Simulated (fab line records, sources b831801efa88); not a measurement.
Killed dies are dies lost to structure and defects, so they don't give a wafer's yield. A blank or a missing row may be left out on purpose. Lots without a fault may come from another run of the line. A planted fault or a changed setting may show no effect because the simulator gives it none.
Which tool did it? | flow sfq_line | 7 lots, 21 wafers sampled, at 1 step of a route of 325

WHAT THE GAUGES READ, wafer by wafer
SFQ_L0V_OVL_MEAS_903.
lot  | measured     | on         | L0V_OVL (nm)
L943 | day 8 23:29  | overlay-02 | 7 10 13
L946 | day 10 05:44 | overlay-02 | -2 -11 -6
L952 | day 11 23:57 | overlay-01 | 6 4 6
L955 | day 12 18:04 | overlay-02 | 6 7 11
L957 | day 13 09:29 | overlay-02 | -7 2 -1
L959 | day 14 00:37 | overlay-02 | 4 3 3
L961 | day 14 14:59 | overlay-02 | 3 2 7

WHICH TOOL RAN EACH LOT (tool, then ch and the chambers of the sampled wafers, then the start)
The record holds no process step before these readings.

THE ANSWER, worked out from the rows above alone
Rule: what is usual is taken from the lots themselves. Put in order of their means at a reading, lots are off if they are a third of the lots or fewer, leave a main group of 4 or more, and stand apart from it by a gap of 3 or more times the standard deviation of the main group's means; of several such gaps the widest counts. A main group whose means are all the same, to the digits that the tables above print for the reading, isn't used. A lot without any number at a reading at which 4 lots or more have one is off too. The other lots that the step has rows for count as sound.
No lot is off at any reading shown: from this, nothing can be told.

WHAT THE SIMULATOR HAD PUT IN
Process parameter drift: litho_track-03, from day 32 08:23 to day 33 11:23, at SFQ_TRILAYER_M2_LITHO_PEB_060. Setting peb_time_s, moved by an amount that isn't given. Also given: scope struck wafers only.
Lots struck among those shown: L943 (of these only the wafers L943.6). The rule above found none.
